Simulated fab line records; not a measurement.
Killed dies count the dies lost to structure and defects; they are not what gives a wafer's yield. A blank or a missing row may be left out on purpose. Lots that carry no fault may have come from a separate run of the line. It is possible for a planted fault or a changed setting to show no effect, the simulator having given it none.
Chamber matching || flow sky130 || cmp-02 running SKY_VIA4_CMP_21: 4 sister chambers
The step polishes, stops on SiO2, t overpolish 25 s, target thk 0 nm. 8 wafers are shown with their chamber, then 12 later ones without.

## WAFERS, EACH WITH ITS CHAMBER
{"wafer": "L088.3", "chamber": 0, "motorCurrentA (A)": 11.9, "timeToEndpointS (s)": 127}
{"wafer": "L088.6", "chamber": 3, "motorCurrentA (A)": 10.5, "timeToEndpointS (s)": 121}
{"wafer": "L090.1", "chamber": 0, "motorCurrentA (A)": 12.4, "timeToEndpointS (s)": 130}
{"wafer": "L090.3", "chamber": 2, "motorCurrentA (A)": 10.8, "timeToEndpointS (s)": 122}
{"wafer": "L090.6", "chamber": 1, "motorCurrentA (A)": 10.0, "timeToEndpointS (s)": 122}
{"wafer": "L091.2", "chamber": 1, "motorCurrentA (A)": 9.9, "timeToEndpointS (s)": 117}
{"wafer": "L091.3", "chamber": 3, "motorCurrentA (A)": 10.1, "timeToEndpointS (s)": 118}
{"wafer": "L091.6", "chamber": 2, "motorCurrentA (A)": 10.7, "timeToEndpointS (s)": 121}

## WAFERS WITHOUT THEIR CHAMBER
{"wafer": "L092.1", "motorCurrentA (A)": 12.2, "timeToEndpointS (s)": 126}
{"wafer": "L092.4", "motorCurrentA (A)": 10.2, "timeToEndpointS (s)": 124}
{"wafer": "L092.6", "motorCurrentA (A)": 9.8, "timeToEndpointS (s)": 125}
{"wafer": "L094.2", "motorCurrentA (A)": 12.6, "timeToEndpointS (s)": 121}
{"wafer": "L094.5", "motorCurrentA (A)": 11.0, "timeToEndpointS (s)": 117}
{"wafer": "L094.6", "motorCurrentA (A)": 10.2, "timeToEndpointS (s)": 116}
{"wafer": "L096.3", "motorCurrentA (A)": 10.2, "timeToEndpointS (s)": 123}
{"wafer": "L096.4", "motorCurrentA (A)": 10.3, "timeToEndpointS (s)": 119}
{"wafer": "L096.5", "motorCurrentA (A)": 10.6, "timeToEndpointS (s)": 120}
{"wafer": "L097.1", "motorCurrentA (A)": 11.7, "timeToEndpointS (s)": 123}
{"wafer": "L097.4", "motorCurrentA (A)": 10.2, "timeToEndpointS (s)": 120}
{"wafer": "L097.6", "motorCurrentA (A)": 10.0, "timeToEndpointS (s)": 123}

## WHICH CHAMBER EACH WENT THROUGH
{"wafer": "L092.1", "from the rows above": 0, "in truth": 0}
{"wafer": "L092.4", "from the rows above": "can't be placed: 3 or 1 or 2", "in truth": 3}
{"wafer": "L092.6", "from the rows above": "can't be placed: 1 or 3 or 2", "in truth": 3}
{"wafer": "L094.2", "from the rows above": 0, "in truth": 0}
{"wafer": "L094.5", "from the rows above": "can't be placed: 2 or 3", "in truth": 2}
{"wafer": "L094.6", "from the rows above": "can't be placed: 3 or 1 or 2", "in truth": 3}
{"wafer": "L096.3", "from the rows above": "can't be placed: 3 or 1 or 2", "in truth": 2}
{"wafer": "L096.4", "from the rows above": "can't be placed: 3 or 1", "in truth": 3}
{"wafer": "L096.5", "from the rows above": "can't be placed: 2 or 3 or 1", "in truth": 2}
{"wafer": "L097.1", "from the rows above": "can't be placed: 0 or 2", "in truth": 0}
{"wafer": "L097.4", "from the rows above": "can't be placed: 3 or 1 or 2", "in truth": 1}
{"wafer": "L097.6", "from the rows above": "can't be placed: 1 or 3 or 2", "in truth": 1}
2 of 12 placed correctly. Unplaceable from these rows: 10, with the true chamber sitting among the candidates in 10. Wrongly placed: 0.
How it was worked out, from the rows above alone: a wafer's distance from a chamber is the root of the sum, over the readings, of the square of ((its reading less the chamber's mean) divided by the reading's scatter). If the next closest chamber is less than 2 further off than the closest, the wafer can't be placed; otherwise it belongs to the closest. For every chamber, the mean is computed from those of its wafers that are shown. The scatter: the root of (the sum of the squares of (reading less its chamber's mean) over the shown wafers, divided by (wafers less chambers)).
